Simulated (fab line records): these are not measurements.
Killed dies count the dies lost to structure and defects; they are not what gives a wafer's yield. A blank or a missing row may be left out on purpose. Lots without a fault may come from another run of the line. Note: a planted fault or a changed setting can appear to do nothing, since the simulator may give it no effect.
Which of the tools did it? | flow sfq line | Sampling: 14 lots, 42 wafers, 4 of 325 route steps

WHAT THE GAUGES SHOWED, per wafer
The record lacks any reading of a measuring or inspecting step that a usual standard deviation could be used to judge.

WHAT TOOL EACH LOT RAN ON (gives the tool, then ch and the chambers of the sampled wafers, and finally the start)
lot  | SFQ_TRILAYER_M0_STRIP_STRIP_025   | SFQ_TRILAYER_I1_VIA_ETCH_VIA_ETCH_052 | SFQ_TRILAYER_C5_STRIP_STRIP_155   | SFQ_TRILAYER_I7_DEP_PECVD_183
L631 | rie metal-02 ch 0,1, day 7 12:49  | rie diel-01 ch 0,3, day 17 15:48      | rie metal-03 ch 0,1, day 57 07:13 | pecvd-01 ch 1,2, day 65 02:53
L632 | rie metal-01 ch 0,1, day 7 22:25  | rie diel-02 ch 1,2, day 18 01:25      | rie metal-03 ch 1, day 57 13:37   | pecvd-01 ch 0,2, day 65 11:23
L633 | rie metal-01 ch 0, day 8 04:25    | rie diel-03 ch 0,2,3, day 18 03:48    | rie metal-03 ch 0, day 57 19:35   | pecvd-04 ch 0,2, day 65 15:14
L635 | rie metal-02 ch 0,1, day 8 10:52  | rie diel-03 ch 1,2,3, day 18 09:48    | rie metal-02 ch 0,1, day 59 00:48 | pecvd-01 ch 0,1,2, day 66 18:35
L636 | rie metal-01 ch 0,1, day 8 15:13  | rie diel-03 ch 0,1,2, day 18 20:36    | rie metal-03 ch 0,1, day 59 02:00 | pecvd-04 ch 0,1,2, day 66 19:47
L637 | rie metal-02 ch 1, day 9 00:01    | rie diel-03 ch 1,2, day 19 06:12      | rie metal-03 ch 0,1, day 59 14:00 | pecvd-03 ch 0,1, day 67 04:11
L638 | rie metal-02 ch 1, day 9 10:37    | rie diel-02 ch 1,2, day 19 17:00      | rie metal-02 ch 0,1, day 59 17:36 | pecvd-04 ch 1,2, day 67 06:59
L639 | rie metal-02 ch 0,1, day 9 23:49  | rie diel-02 ch 0,3, day 20 05:00      | rie metal-02 ch 1, day 60 00:00   | pecvd-03 ch 0,1, day 67 14:11
L640 | rie metal-01 ch 0,1, day 10 04:25 | rie diel-03 ch 0,2,3, day 20 21:41    | rie metal-04 ch 1, day 60 00:48   | pecvd-01 ch 0,2, day 67 15:23
L643 | rie metal-04 ch 0, day 10 22:49   | rie diel-03 ch 0,1, day 22 05:23      | rie metal-04 ch 0,1, day 61 09:45 | pecvd-04 ch 0,1,2, day 68 14:11
L645 | rie metal-04 ch 0, day 11 10:10   | rie diel-02 ch 1,2, day 22 22:11      | rie metal-03 ch 0,1, day 61 21:45 | pecvd-01 ch 0,1, day 68 22:46
L648 | rie metal-01 ch 0,1, day 12 08:52 | rie diel-02 ch 0,3, day 23 13:47      | rie metal-04 ch 1, day 62 19:09   | pecvd-03 ch 0,2, day 69 15:53
L652 | rie metal-02 ch 0,1, day 13 08:38 | rie diel-03 ch 0,3, day 24 12:35      | rie metal-02 ch 0,1, day 63 20:03 | pecvd-04 ch 0,1, day 70 14:29
L654 | rie metal-01 ch 0,1, day 14 00:14 | rie diel-01 ch 0,1,3, day 24 23:23    | rie metal-02 ch 0,1, day 64 03:15 | pecvd-03 ch 0,1,2, day 70 19:17
- SFQ_TRILAYER_M0_STRIP_STRIP_025: strips in O2.
- SFQ_TRILAYER_I1_VIA_ETCH_VIA_ETCH_052: etches SiO2 in CHF3, stops on Nb, target depth 260 nm.
- SFQ_TRILAYER_C5_STRIP_STRIP_155: strips in O2.
- SFQ_TRILAYER_I7_DEP_PECVD_183: deposits SiO2 from SiH4/N2O, time 111.11 s, target thk 500 nm.

WHAT THE TOOLS THEMSELVES READ (means of the sampled wafers that have a number; where no wafer has one, the mark that the record gives instead)
SFQ_TRILAYER_M0_STRIP_STRIP_025.
lot  | tool         | chamber pressure mTorr (mTorr) | drypump motor current A (A) | oes product au (a.u.)
L631 | rie metal-02 | 50.06                          | 5.8                         | 1.000
L632 | rie metal-01 | 49.98                          | 5.3                         | 1.016
L633 | rie metal-01 | 50.02                          | 5.0                         | 1.009
L635 | rie metal-02 | 49.97                          | 6.1                         | 1.003
L636 | rie metal-01 | 50.01                          | 5.3                         | 1.010
L637 | rie metal-02 | 49.95                          | 5.6                         | 0.974
L638 | rie metal-02 | 49.99                          | 5.6                         | 0.982
L639 | rie metal-02 | 50.01                          | 6.1                         | 0.990
L640 | rie metal-01 | 50.02                          | 5.5                         | 1.003
L643 | rie metal-04 | 50.02                          | 6.0                         | 1.004
L645 | rie metal-04 | 50.04                          | 6.0                         | 1.011
L648 | rie metal-01 | 50.05                          | 5.3                         | 1.008
L652 | rie metal-02 | 50.02                          | 6.1                         | 1.004
L654 | rie metal-01 | 49.98                          | 5.3                         | 1.012

SFQ_TRILAYER_I1_VIA_ETCH_VIA_ETCH_052.
lot  | tool        | chamber pressure mTorr (mTorr) | drypump motor current A (A) | oes product au (a.u.) | rf fwd power W (W)
L631 | rie diel-01 | 29.998                         | 5.4                         | 0.855                 | 499.7
L632 | rie diel-02 | 30.009                         | 6.1                         | 0.855                 | 498.9
L633 | rie diel-03 | 29.994                         | 5.7                         | 0.856                 | 497.2
L635 | rie diel-03 | 29.991                         | 5.7                         | 0.859                 | 498.9
L636 | rie diel-03 | 30.006                         | 6.0                         | 0.854                 | 499.9
L637 | rie diel-03 | 30.016                         | 6.0                         | 0.856                 | 500.9
L638 | rie diel-02 | 29.982                         | 6.1                         | 0.852                 | 497.3
L639 | rie diel-02 | 29.989                         | 5.9                         | 0.859                 | 497.2
L640 | rie diel-03 | 30.010                         | 5.7                         | 0.855                 | 497.2
L643 | rie diel-03 | 30.045                         | 6.1                         | 0.852                 | 498.0
L645 | rie diel-02 | 30.014                         | 6.1                         | 0.852                 | 417.9
L648 | rie diel-02 | 29.991                         | 5.9                         | 0.853                 | 418.0
L652 | rie diel-03 | 29.994                         | 5.7                         | 0.855                 | 497.6
L654 | rie diel-01 | 29.979                         | 5.5                         | 0.855                 | 499.8

SFQ_TRILAYER_C5_STRIP_STRIP_155.
lot  | tool         | chamber pressure mTorr (mTorr) | drypump motor current A (A) | oes product au (a.u.)
L631 | rie metal-03 | 49.97                          | 5.2                         | 1.011
L632 | rie metal-03 | 49.98                          | 5.3                         | 1.019
L633 | rie metal-03 | 50.03                          | 5.1                         | 1.013
L635 | rie metal-02 | 50.02                          | 5.8                         | 1.003
L636 | rie metal-03 | 50.01                          | 5.2                         | 1.009
L637 | rie metal-03 | 50.02                          | 5.2                         | 1.012
L638 | rie metal-02 | 49.98                          | 6.1                         | 0.999
L639 | rie metal-02 | 50.00                          | 5.6                         | 0.996
L640 | rie metal-04 | 49.99                          | 5.8                         | 1.027
L643 | rie metal-04 | 50.02                          | 5.9                         | 1.006
L645 | rie metal-03 | 50.01                          | 5.2                         | 1.003
L648 | rie metal-04 | 50.04                          | 5.8                         | 1.023
L652 | rie metal-02 | 50.01                          | 6.1                         | 1.007
L654 | rie metal-02 | 49.97                          | 6.1                         | 1.009

SFQ_TRILAYER_I7_DEP_PECVD_183.
lot  | tool     | heater power w (W) | rf fwd power W (W) | throttle valve pct (%)
L631 | pecvd-01 | 83                 | 182.9              | 24.3
L632 | pecvd-01 | 80                 | 182.5              | 22.9
L633 | pecvd-04 | 72                 | 182.4              | 25.1
L635 | pecvd-01 | 83                 | 182.3              | 23.9
L636 | pecvd-04 | 73                 | 182.2              | 25.6
L637 | pecvd-03 | 105                | 182.4              | 23.7
L638 | pecvd-04 | 74                 | 181.8              | 25.9
L639 | pecvd-03 | 100                | 182.2              | 23.8
L640 | pecvd-01 | 86                 | 182.7              | 23.5
L643 | pecvd-04 | 78                 | 182.0              | 25.4
L645 | pecvd-01 | 82                 | 182.2              | 24.4
L648 | pecvd-03 | 93                 | 182.8              | 23.6
L652 | pecvd-04 | 68                 | 182.1              | 25.5
L654 | pecvd-03 | 90                 | 181.7              | 24.3

THE ANSWER, worked out from the rows above alone
Rule: what is usual is taken from the lots themselves. The widest of any qualifying gaps counts: lots, ordered by their means at a reading, are off when they make up no more than a third of the lots, leave a main group of 4 or more, and stand apart from it by 3 or more times the standard deviation of that group's means. If all means in a main group match to the digits the tables above print for the reading, that group is not used. A lot without any number at a reading at which 4 lots or more have one is off too. The other lots that the step has rows for count as sound. First the gauges in route order, then the tools' own readings, where a lot's mean is used as printed above. At the first step where some lot is off, the reading lying furthest off is the one used; lots without a number count as furthest.
Off, at SFQ_TRILAYER_I1_VIA_ETCH_VIA_ETCH_052 on rf fwd power W: L645, L648. The main group: mean 498.6 W, standard deviation 1.2.
If a tool, at that step or one of the process steps before it, ran each lot that is off and ran no sound lot following the first of them, it fits. One candidate fits, namely rie diel-02 at SFQ_TRILAYER_I1_VIA_ETCH_VIA_ETCH_052. Its last sound lot is L639 (day 20 05:00), its first lot that is off L645 (day 22 22:11): a fault that began between those two fits.
On the lots that are off, the tool's own readings at SFQ_TRILAYER_I1_VIA_ETCH_VIA_ETCH_052 differ by more than 5 times the standard deviation of the sound lots' means, which bears it out; rf fwd power W reads 417.9 W there versus 498.6 W on the sound lots.

WHAT THE SIMULATOR PUT IN
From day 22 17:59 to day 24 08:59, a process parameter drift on rie diel-02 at SFQ_TRILAYER_I1_VIA_ETCH_VIA_ETCH_052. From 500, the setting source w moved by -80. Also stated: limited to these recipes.
Shown lots that were struck: L645, L648. This agrees with what the rule above found.
